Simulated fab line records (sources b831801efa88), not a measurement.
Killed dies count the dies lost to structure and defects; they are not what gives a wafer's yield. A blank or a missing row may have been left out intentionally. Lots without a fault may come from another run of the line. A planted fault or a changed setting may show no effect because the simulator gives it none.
Which tool is to blame? + flow gf180mcu + 11 lots, 33 wafers sampled, at 1 step of a route of 602

## WHAT EACH GAUGE READ, for each wafer
GF_V5_BOW_MEAS_05.
| lot  | measured     | on           | V5_BOW (um) |
|------|--------------|--------------|-------------|
| L386 | day 26 07:34 | filmMetro-03 | 130 141 134 |
| L387 | day 26 09:33 | filmMetro-03 | 136 137 152 |
| L390 | day 27 17:25 | filmMetro-04 | 123 140 134 |
| L391 | day 27 19:59 | filmMetro-03 | 149 139 140 |
| L392 | day 28 07:20 | filmMetro-03 | 131 132 121 |
| L393 | day 28 20:02 | filmMetro-04 | 139 158 146 |
| L396 | day 29 17:58 | filmMetro-02 | 132 130 124 |
| L398 | day 30 06:16 | filmMetro-04 | 150 143 137 |
| L407 | day 32 10:59 | filmMetro-03 | 127 138 133 |
| L408 | day 32 17:52 | filmMetro-02 | 139 134 134 |
| L409 | day 33 01:05 | filmMetro-04 | 133 135 138 |

## EACH LOT AND THE TOOL THAT RAN IT (in order: tool; ch and the chambers of the sampled wafers; start)
Record: no process step prior to these readings.

## THE ANSWER, worked out from the rows above alone
Rule: the usual values come from the lots themselves. The widest of any qualifying gaps counts: lots, ordered by their means at a reading, are off when they make up no more than a third of the lots, leave a main group of 4 or more, and stand apart from it by 3 or more times the standard deviation of that group's means. A main group is skipped when, at the precision printed for the reading in the tables above, its means are all equal. A lot without any number at a reading at which 4 lots or more have one is off too. Where the step has rows for the other lots, those lots are counted as sound.
No lot is off at any reading shown: from this, nothing can be told.

## WHAT WAS PUT IN BY THE SIMULATOR
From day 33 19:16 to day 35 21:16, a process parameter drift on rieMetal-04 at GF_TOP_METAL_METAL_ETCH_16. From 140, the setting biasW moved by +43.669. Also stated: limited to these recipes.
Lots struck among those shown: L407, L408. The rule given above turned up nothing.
